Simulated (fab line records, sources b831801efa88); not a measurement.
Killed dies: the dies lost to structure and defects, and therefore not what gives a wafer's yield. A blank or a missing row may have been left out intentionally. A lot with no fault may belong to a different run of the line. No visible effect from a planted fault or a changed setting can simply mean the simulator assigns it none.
fab line records -- flow sky130
record lots=13, wafers=39, last_day=50
route steps=708 shown FIELD_ISO@19 VIA3@586 METAL5@677 PASSIVATION@681 PAD_OPEN@708
lots that met no fault: taken from a fault-free run of the same line
start_h: hours from the record's first day to the start of the lot's first wafer shown -- wait_h: hours elapsed since this lot's preceding step -- " identical to the entry in the row above -- L1.1+2: several wafers, shown together as one row -- - value missing, or start not given -- * or withheld: withheld -- < > ~ a bound
route shown NAME@n: a module of which the file shows steps, and the number in the route of the first -- usual: mean/standard deviation of fault-free wafers -- same: alike in all rows -- chamber/n: place in a boat -- sites: each site's reading -- _std_site: the standard deviation of these -- _edge_site: the outer-site mean with the inner-site mean subtracted -- radius_mm: for every site, how far away it sits from the centre of the wafer -- mask NAME#n: copy n -- behind: tool/chamber where the wafer was last shaped -- hold: the reason the lot was held/the length of the hold in hours/how it ended -- device: the transistor (n, p or np) that didn't switch -- end of line: the tests these same wafers got at the end of their route -- a step with no rows: only its recipe -- killed: not the wafer's yield, but the dies lost to structure and defects at the first sort -- map: a wafer's dies, x killed, . not, _ none there
set.NAME: setting as actually run; set.NAME@STEP: the setting as run at that earlier step -- model.NAME: the simulator's own value behind a step, which no gauge read
the route's steps for a sample of lots (tables are steps, rows are wafers)
services: when a tool's chamber went out of use (start_h, in hours from the record's first day, below 0 if earlier), for how many hours, and the reason
## steps
# step SKY_FIELD_ISO_WET_ETCH_18
# recipe chemistry=H3PO4, target_depth_nm=25, temp_c=160, target=Si3N4, time_s=276.3
# usual bath_heat_duty_pct=29/4.5
# same time_s=276.3
lot.wafer,tool,chamber,start_h,wait_h,bath_heat_duty_pct
L369.1,wet_bench-04,2,31.68,0.0,25
L369.3,wet_bench-04,2,31.68,0.0,25
L369.5,wet_bench-04,2,31.68,0.0,27
L370.1,wet_bench-01,3,35.58,0.0,35
L370.3,wet_bench-01,3,35.58,0.0,35
L370.4,wet_bench-01,3,35.58,0.0,36
L372.2,wet_bench-01,2,44.16,0.0,29
L372.3,wet_bench-01,2,44.16,0.0,31
L372.5,wet_bench-01,2,44.16,0.0,31
L374.3,wet_bench-04,2,57.03,0.0,25
L374.4,wet_bench-04,2,57.03,0.0,25
L374.5,wet_bench-04,2,57.03,0.0,25
L375.3,wet_bench-04,1,63.12,0.1,27
L375.4,wet_bench-04,1,63.12,0.1,25
L375.5,wet_bench-04,1,63.12,0.1,25
L376.1,wet_bench-04,0,67.66,0.0,27
L376.3,wet_bench-04,0,67.66,0.0,27
L376.5,wet_bench-04,0,67.66,0.0,26
L378.1,wet_bench-04,3,77.53,0.0,23
L378.3,wet_bench-04,3,77.53,0.0,23
L378.4,wet_bench-04,3,77.53,0.0,26
L379.1,wet_bench-01,2,80.98,0.0,31
L379.3,wet_bench-01,2,80.98,0.0,29
L379.4,wet_bench-01,2,80.98,0.0,30
L380.2,wet_bench-03,3,85.57,0.0,24
L380.3,wet_bench-03,3,85.57,0.0,25
L380.5,wet_bench-03,3,85.57,0.0,25
L381.1,wet_bench-04,0,90.33,0.0,26
L381.5,wet_bench-04,0,90.33,0.0,27
L381.6,wet_bench-04,0,90.33,0.0,28
L388.1,wet_bench-01,3,129.78,0.0,34
L388.2,wet_bench-01,3,129.78,0.0,36
L388.6,wet_bench-01,3,129.78,0.0,34
L390.3,wet_bench-01,3,137.96,0.0,36
L390.4,wet_bench-01,3,137.96,0.0,35
L390.5,wet_bench-01,3,137.96,0.0,35
L392.4,wet_bench-03,2,152.97,0.0,30
L392.5,wet_bench-03,2,152.97,0.0,28
L392.6,wet_bench-03,2,152.97,0.0,30
# step SKY_VIA3_OVL_MEAS_13
# usual VIA3_OVL=1/5
lot.wafer,tool,chamber,start_h,wait_h,VIA3_OVL[nm]
L369.1,overlay-01,-,927.19,0.1,-6
L369.3,overlay-01,-,927.19,0.1,-6
L369.5,overlay-01,-,927.19,0.1,-9
L370.1,overlay-01,-,940.81,0.1,2
L370.3,overlay-01,-,940.81,0.1,2
L370.4,overlay-01,-,940.81,0.1,-3
L372.2,overlay-02,-,952.14,0.1,5
L372.3,overlay-02,-,952.14,0.1,6
L372.5,overlay-02,-,952.14,0.1,9
L374.3,overlay-02,-,972.40,0.1,-3
L374.4,overlay-02,-,972.40,0.1,-7
L374.5,overlay-02,-,972.40,0.1,-6
L375.3,overlay-01,-,976.40,0.1,5
L375.4,overlay-01,-,976.40,0.1,5
L375.5,overlay-01,-,976.40,0.1,4
L376.1,overlay-02,-,979.36,0.1,6
L376.3,overlay-02,-,979.36,0.1,9
L376.5,overlay-02,-,979.36,0.1,10
L378.1,overlay-02,-,997.76,0.1,4
L378.3,overlay-02,-,997.76,0.1,6
L378.4,overlay-02,-,997.76,0.1,-5
L379.1,overlay-01,-,1000.34,0.1,8
L379.3,overlay-01,-,1000.34,0.1,10
L379.4,overlay-01,-,1000.34,0.1,12
L380.2,overlay-01,-,1006.96,0.1,4
L380.3,overlay-01,-,1006.96,0.1,3
L380.5,overlay-01,-,1006.96,0.1,4
L381.1,overlay-02,-,1013.06,0.1,10
L381.5,overlay-02,-,1013.06,0.1,0
L381.6,overlay-02,-,1013.06,0.1,-2
L388.1,overlay-01,-,1073.86,0.1,3
L388.2,overlay-01,-,1073.86,0.1,1
L388.6,overlay-01,-,1073.86,0.1,-3
L390.3,overlay-02,-,1075.17,0.1,-6
L390.4,overlay-02,-,1075.17,0.1,-4
L390.5,overlay-02,-,1075.17,0.1,-6
L392.4,overlay-01,-,1096.51,0.1,-5
L392.5,overlay-01,-,1096.51,0.1,4
L392.6,overlay-01,-,1096.51,0.1,0
# step SKY_METAL5_STRIP_16
# recipe chemistry=O2/N2, power_w=1400, pressure_mtorr=1500, platen_temp_c=withheld, o2_flow_sccm=3000, n2_flow_sccm=300, overash_fraction=0.5
# usual drypump_motor_current_A=5.7/0.39, oes_product_au=0.710/0.0047, strip_time_to_endpoint_s=13.04/0.12
lot.wafer,tool,chamber,start_h,wait_h,drypump_motor_current_A,oes_product_au,rf_hours_counter_h,strip_time_to_endpoint_s
L369.1,plasma_asher-02,0,1027.94,0.2,5.3,0.710,87,13.17
L369.3,plasma_asher-02,0,1027.94,0.2,5.3,0.712,-,12.90
L369.5,plasma_asher-02,0,1027.94,0.2,5.3,0.713,-,13.19
L370.1,plasma_asher-03,1,1034.36,0.2,5.8,0.713,64,13.23
L370.3,plasma_asher-03,1,1034.36,0.2,5.7,0.712,-,13.07
L370.4,plasma_asher-03,0,1034.36,0.2,5.3,0.715,-,13.21
L372.2,plasma_asher-03,1,1051.12,0.2,5.8,0.703,65,13.02
L372.3,plasma_asher-03,0,1051.12,0.2,5.3,0.706,-,13.03
L372.5,plasma_asher-03,1,1051.12,0.2,5.7,0.712,-,13.12
L374.3,plasma_asher-01,1,1068.22,0.1,6.6,0.716,-,13.07
L374.4,plasma_asher-01,0,1068.22,0.1,5.8,0.708,-,13.04
L374.5,plasma_asher-01,0,1068.22,0.1,5.7,0.705,-,13.15
L375.3,plasma_asher-02,0,1074.07,0.1,5.3,0.712,-,12.82
L375.4,plasma_asher-02,1,1074.07,0.1,5.6,0.709,-,12.79
L375.5,plasma_asher-02,1,1074.07,0.1,5.6,0.719,-,12.80
L376.1,plasma_asher-02,1,1075.40,0.2,5.6,0.710,92,13.25
L376.3,plasma_asher-02,0,1075.40,0.2,5.3,0.711,-,13.38
L376.5,plasma_asher-02,0,1075.40,0.2,5.3,0.719,-,13.36
L378.1,plasma_asher-01,0,1091.56,0.2,5.8,0.712,33,12.99
L378.3,plasma_asher-01,0,1091.56,0.2,5.8,0.713,-,13.01
L378.4,plasma_asher-01,1,1091.56,0.2,6.6,0.714,-,13.12
L379.1,plasma_asher-02,0,1093.61,0.2,5.3,0.716,94,12.77
L379.3,plasma_asher-02,0,1093.61,0.2,5.3,0.713,-,12.82
L379.4,plasma_asher-02,1,1093.61,0.2,5.6,0.709,-,12.95
L380.2,plasma_asher-01,0,1099.01,0.2,5.8,0.712,34,12.96
L380.3,plasma_asher-01,0,1099.01,0.2,5.8,0.711,-,13.08
L380.5,plasma_asher-01,1,1099.01,0.2,6.5,0.702,-,13.03
L381.1,plasma_asher-03,1,1102.94,0.2,5.7,0.701,68,12.88
L381.5,plasma_asher-03,0,1102.94,0.2,5.3,0.708,-,12.88
L381.6,plasma_asher-03,1,1102.94,0.2,5.7,0.709,-,13.05
L388.1,plasma_asher-03,1,1157.44,0.2,5.8,0.705,73,12.99
L388.2,plasma_asher-03,0,1157.44,0.2,5.3,0.712,73,13.10
L388.6,plasma_asher-03,1,1157.44,0.2,5.8,0.716,-,13.06
L390.3,plasma_asher-03,1,1158.14,0.1,5.8,0.707,-,12.97
L390.4,plasma_asher-03,0,1158.14,0.1,5.3,0.717,-,13.00
L390.5,plasma_asher-03,1,1158.14,0.1,5.8,0.714,-,13.03
L392.4,plasma_asher-01,1,1176.19,0.1,6.6,0.709,-,13.22
L392.5,plasma_asher-01,1,1176.19,0.1,6.5,0.708,-,13.21
L392.6,plasma_asher-01,0,1176.19,0.1,5.7,0.706,-,12.85
# step SKY_PASSIVATION_CVD_00
# recipe material=SiO2, target_thk_nm=90, temp_c=400, time_s=withheld, rf_w=600
# usual heater_power_w=657/66
lot.wafer,tool,chamber,start_h,wait_h,heater_power_w
L369.1,pecvd-02,2,1028.53,0.0,516
L369.3,pecvd-02,1,1028.53,0.0,693
L369.5,pecvd-02,2,1028.53,0.0,504
L370.1,pecvd-03,0,1034.95,0.0,758
L370.3,pecvd-03,1,1034.95,0.0,708
L370.4,pecvd-03,0,1034.95,0.0,738
L372.2,pecvd-03,0,1051.78,0.0,708
L372.3,pecvd-03,1,1051.78,0.0,641
L372.5,pecvd-03,1,1051.78,0.0,669
L374.3,pecvd-03,2,1068.82,0.0,665
L374.4,pecvd-03,1,1068.82,0.0,729
L374.5,pecvd-03,2,1068.82,0.0,655
L375.3,pecvd-03,1,1074.76,0.0,725
L375.4,pecvd-03,0,1074.76,0.0,625
L375.5,pecvd-03,1,1074.76,0.0,709
L376.1,pecvd-04,1,1076.23,0.0,557
L376.3,pecvd-04,2,1076.23,0.0,678
L376.5,pecvd-04,2,1076.23,0.0,653
L378.1,pecvd-03,1,1092.15,0.0,689
L378.3,pecvd-03,2,1092.15,0.0,676
L378.4,pecvd-03,1,1092.15,0.0,722
L379.1,pecvd-02,2,1094.20,0.0,516
L379.3,pecvd-02,0,1094.20,0.0,690
L379.4,pecvd-02,0,1094.20,0.0,680
L380.2,pecvd-04,0,1099.61,0.0,685
L380.3,pecvd-04,1,1099.61,0.0,546
L380.5,pecvd-04,0,1099.61,0.0,704
L381.1,pecvd-03,0,1103.56,0.0,662
L381.5,pecvd-03,1,1103.56,0.0,673
L381.6,pecvd-03,2,1103.56,0.0,671
L388.1,pecvd-04,0,1158.08,0.0,779
L388.2,pecvd-04,1,1158.08,0.0,568
L388.6,pecvd-04,0,1158.08,0.0,777
L390.3,pecvd-03,0,1158.74,0.0,622
L390.4,pecvd-03,1,1158.74,0.0,732
L390.5,pecvd-03,0,1158.74,0.0,635
L392.4,pecvd-04,2,1176.76,0.0,667
L392.5,pecvd-04,0,1176.76,0.0,723
L392.6,pecvd-04,1,1176.76,0.0,659
# step SKY_PAD_OPEN_PROBE_99
# usual killed_at_M0_to_M3=43/6.9, killed_at_M4_up=3.1/1.9, killed_at_contacts=24/5.4, killed_at_front_end=14/4.3, killed_at_other=0.3/0.53, killed_dies=84/9.5, killed_on_rim=16/4.1, killed_open=46/6.8, killed_short=38/6
# same gross_dies=492, killed_at_back_side=0
lot.wafer,tool,chamber,start_h,wait_h,killed_at_M0_to_M3,killed_at_M4_up,killed_at_contacts,killed_at_front_end,killed_at_other,killed_dies,killed_on_rim,killed_open,killed_short
L376.1,prober-01,-,1119.27,0.1,43,2,26,11,0,82,15,40,42
L376.3,prober-01,-,1119.37,0.2,46,6,25,13,0,90,19,47,43
L376.5,prober-01,-,1119.47,0.2,45,6,22,14,0,87,19,42,45
L378.1,prober-01,-,1132.01,0.1,35,1,25,11,0,72,17,42,29
L378.3,prober-01,-,1132.11,0.2,43,1,34,10,0,88,15,50,38
L378.4,prober-01,-,1132.16,0.2,39,3,27,11,0,80,18,44,36
L380.2,prober-01,-,1140.86,0.1,51,2,24,7,0,84,19,47,37
L380.3,prober-01,-,1140.91,0.2,38,2,28,17,1,86,14,47,38
L380.5,prober-01,-,1141.01,0.2,54,2,26,9,0,91,24,54,37
L381.1,prober-02,-,1143.76,0.1,39,2,18,66,0,125,17,33,33
L381.5,prober-02,-,1143.96,0.2,35,3,18,71,1,128,24,34,35
L381.6,prober-02,-,1144.01,0.2,44,3,17,75,0,139,15,44,33
# killed by level:class
L376.1 VIA1:geometric_particle:open=11 CONTACT:geometric_particle:open=9 LOCAL_INTERCONNECT:geometric_particle:short=7 VIA1:geometric_particle:short=7 METAL1:geometric_particle:short=5 FIELD_ISO:geometric_particle:short=4 LI_CONTACT:geometric_particle:open=4 CONTACT:geometric_particle:short=4
L376.3 VIA1:geometric_particle:open=13 CONTACT:geometric_particle:open=12 METAL2:geometric_particle:short=10 VIA2:geometric_particle:open=6 METAL4:geometric_particle:short=5 LI_CONTACT:geometric_particle:open=4 LOCAL_INTERCONNECT:geometric_particle:short=4 METAL1:geometric_particle:short=4
L376.5 VIA1:geometric_particle:open=10 VIA3:geometric_particle:open=9 LOCAL_INTERCONNECT:geometric_particle:short=8 CONTACT:geometric_particle:short=5 VIA1:geometric_particle:short=5 METAL2:geometric_particle:short=5 METAL1:geometric_particle:short=4 METAL2:geometric_particle:open=4
L378.1 LI_CONTACT:geometric_particle:open=11 VIA1:geometric_particle:open=9 CONTACT:geometric_particle:open=7 VIA3:geometric_particle:open=7 CONTACT:geometric_particle:short=5 VIA1:geometric_particle:short=4 FIELD_ISO:geometric_particle:short=3 POLY_GATE:geometric_particle:short=3
L378.3 CONTACT:geometric_particle:open=13 VIA1:geometric_particle:open=12 LI_CONTACT:geometric_particle:open=9 METAL2:geometric_particle:short=6 LI_CONTACT:geometric_particle:short=6 VIA3:geometric_particle:short=6 VIA2:geometric_particle:open=5 VIA3:geometric_particle:open=4
L378.4 LI_CONTACT:geometric_particle:open=10 CONTACT:geometric_particle:open=10 LOCAL_INTERCONNECT:geometric_particle:short=6 VIA3:geometric_particle:short=6 VIA1:geometric_particle:open=5 VIA1:geometric_particle:short=5 VIA2:geometric_particle:open=5 VIA3:geometric_particle:open=5
L380.2 VIA1:geometric_particle:open=15 CONTACT:geometric_particle:open=9 VIA2:geometric_particle:open=9 CONTACT:geometric_particle:short=9 LI_CONTACT:geometric_particle:open=5 METAL1:geometric_particle:short=5 METAL2:geometric_particle:short=5 VIA1:geometric_particle:short=4
L380.3 LI_CONTACT:geometric_particle:open=10 VIA2:geometric_particle:open=10 VIA1:geometric_particle:open=8 CONTACT:geometric_particle:open=7 CONTACT:geometric_particle:short=6 VIA1:geometric_particle:short=6 FIELD_ISO:geometric_particle:short=5 POLY_GATE:geometric_particle:short=4
L380.5 VIA1:geometric_particle:open=18 CONTACT:geometric_particle:open=9 VIA3:geometric_particle:open=8 METAL2:geometric_particle:short=7 LI_CONTACT:geometric_particle:short=6 VIA2:geometric_particle:open=6 LI_CONTACT:geometric_particle:open=5 METAL1:geometric_particle:short=5
L381.1 FIELD_ISO:unspecified=58 VIA1:geometric_particle:open=8 LI_CONTACT:geometric_particle:open=6 VIA2:geometric_particle:open=5 METAL1:geometric_particle:short=5 VIA3:geometric_particle:open=5 CONTACT:geometric_particle:open=4 VIA1:geometric_particle:short=4
L381.5 FIELD_ISO:unspecified=59 VIA1:geometric_particle:open=9 METAL2:geometric_particle:short=7 VIA3:geometric_particle:open=7 CONTACT:geometric_particle:short=5 METAL1:geometric_particle:short=5 POLY_GATE:geometric_particle:open=4 LI_CONTACT:geometric_particle:short=4
L381.6 FIELD_ISO:unspecified=62 VIA2:geometric_particle:open=9 CONTACT:geometric_particle:open=8 VIA1:geometric_particle:open=8 VIA1:geometric_particle:short=6 VIA3:geometric_particle:short=5 CONTACT:geometric_particle:short=4 FIELD_ISO:geometric_particle:open=3
## services
tool,chamber,start_h,hours,kind
pecvd-03,-,16.35,0.7,repair
wet_bench-01,-,62.96,1.9,pm
plasma_asher-03,-,64.41,0.9,repair
wet_bench-01,-,156.31,1.9,repair
wet_bench-04,-,208.38,0.6,repair
pecvd-03,0,286.75,12.5,repair
pecvd-03,0,314.73,2.3,repair
pecvd-03,0,359.70,13.5,repair
pecvd-03,-,371.47,3.1,repair
pecvd-03,-,405.28,5.5,pm
plasma_asher-03,-,421.25,9.0,pm
plasma_asher-03,-,519.50,0.5,repair
pecvd-03,-,539.73,0.5,repair
pecvd-03,1,612.10,4.2,repair
pecvd-03,2,618.95,3.9,repair
pecvd-03,-,786.04,2.8,pm
pecvd-03,0,792.37,5.1,repair
plasma_asher-03,-,801.79,5.6,repair
plasma_asher-03,-,854.29,2.8,pm
pecvd-03,-,975.26,1.5,repair
pecvd-03,-,989.31,2.7,repair
pecvd-03,0,1002.71,23.4,repair
pecvd-03,-,1061.18,1.0,repair
pecvd-03,-,1078.50,7.3,repair
## key
first_sign step=SKY_PAD_OPEN_PROBE_99, reading=killed_at_front_end, direction=up, sigmas=13, usual=14, struck=71
effect step=SKY_PAD_OPEN_PROBE_99, reading=killed_dies, direction=up, sigmas=4.9, usual=84, struck=131
met_at SKY_FIELD_ISO_WET_ETCH_18
struck_lots L381
struck_wafers L381.1,L381.5,L381.6
tester_left_out L381
not_acting_at SKY_VIA3_OVL_MEAS_13,SKY_METAL5_STRIP_16,SKY_PASSIVATION_CVD_00
onset_between 67.66 90.33
fault kind=chamber_particle_source, tool=wet_bench-04, chamber=0, onset_h=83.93, steps=SKY_FIELD_ISO_WET_ETCH_18, rate_per_visit_cm2=0.99633, end_h=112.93
# tester_left_out: of these lots the tester's yield and bins aren't shown, on N5 and GAA mostly nor the transistor test; their killed dies are dies lost to structure and defects alone, not to doping, threshold or leakage, so they don't give the yield
